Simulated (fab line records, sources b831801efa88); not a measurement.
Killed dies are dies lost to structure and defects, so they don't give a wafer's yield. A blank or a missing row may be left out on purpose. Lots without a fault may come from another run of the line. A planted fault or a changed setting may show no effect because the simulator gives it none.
Problem report in the 8D (eight disciplines) form, filled by code | flow gf180mcu | the parts of the form that need people (team, actions taken, sign-off) are left out

1. THE PROBLEM
rf_fwd_power_W at GF_STI_ETCH_13 reads a mean of 503.4 W on 2 wafers of 2 lots; wafers without a fault read 596.5 W with a standard deviation of 1.9. That is -49 standard deviations from the usual mean.
The step: etches the open film in CHF3/O2, stops on Si, target depth 282.31 nm, time 112.9 s.
First seen on wafer L554.4, day 4 04:20, on rie_diel-01. The record holds 33 wafers of 11 lots with a number at this step. Rule for "out", or "out of limits": more than 4 standard deviations from the usual mean. The other wafers with a number count as sound.

2. WHAT IT IS AND WHAT IT IS NOT
question                    | is               | is not
which readings at this step | rf_fwd_power_W   | drypump_motor_current_A, oes_product_au, throttle_valve_pct
which lots                  | L554, L555       | L544, L545, L547, L557, L558, L559, L560, L564, L566
which wafers of those lots  | L554.4, L555.1   | L554.5, L554.6, L555.3, L555.6
read on which tools         | rie_diel-01      | rie_diel-02, rie_diel-04
when                        | from day 4 04:20 | up to then (11 sound wafers); but 20 sound wafers of L555, L557, L558, L559, L560, L564, L566 came after

3. SUSPECTS, AND WHAT RULES EACH OUT
Counting: a tool at a process step up to the reading stays a suspect if it ran every lot that is out. Sound lots after the first of them don't rule it out here, since some wafers of a struck lot are sound.
- rie_diel-01 at GF_STI_ETCH_13 (etches the open film in CHF3/O2, stops on Si, target depth 282.31 nm, time 112.9 s): kept. It ran every lot that is out, first L554 (day 4 04:20); its last sound lot up to then is L545 (day 2 07:13). Its own readings are out on those wafers: rf_fwd_power_W.
- Within rie_diel-01 at GF_STI_ETCH_13: the wafers that are out ran in chamber 2; their sound lot-mates ran in chambers 0, 3.
Left after counting: rie_diel-01 at GF_STI_ETCH_13.

4. THE CAUSE (what the simulator had put in)
Process parameter drift: rie_diel-01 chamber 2, from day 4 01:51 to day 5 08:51, at GF_STI_ETCH_13. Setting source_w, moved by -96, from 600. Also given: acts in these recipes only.
Counting left only this tool.

5. THE CHAIN OF EFFECTS, in route order
Each row: a reading whose mean over the struck wafers that have a number lies more than 3 standard deviations from the usual. Only readings for which the record gives a usual standard deviation are gone through. hours: the time from each lot's start at the first step in this table that gives one to its start at this step, as a median over the lots. sigmas: the change in usual standard deviations.
hours | step            | reading                  | usual   | on struck wafers | change | sigmas
0     | GF_STI_ETCH_13  | rf_fwd_power_W           | 596.5 W | 503.4            | -93.1  | -49
0     | GF_STI_STRIP_15 | strip_time_to_endpoint_s | 3.70 s  | 3.90             | +0.19  | +3.1
The process steps in it:
- GF_STI_ETCH_13: etches the open film in CHF3/O2, stops on Si, target depth 282.31 nm, time 112.9 s.
- GF_STI_STRIP_15: strips in O2/N2.
Later measuring or inspecting steps at which every struck wafer that the step has a row for has a number for every such reading, and none has moved that far: GF_HV_LDD_OVL_MEAS_32.

6. WHAT WOULD HAVE CAUGHT IT SOONER
In this record the first reading out of limits was taken at day 4 04:20, 2 hours after the fault began at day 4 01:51.
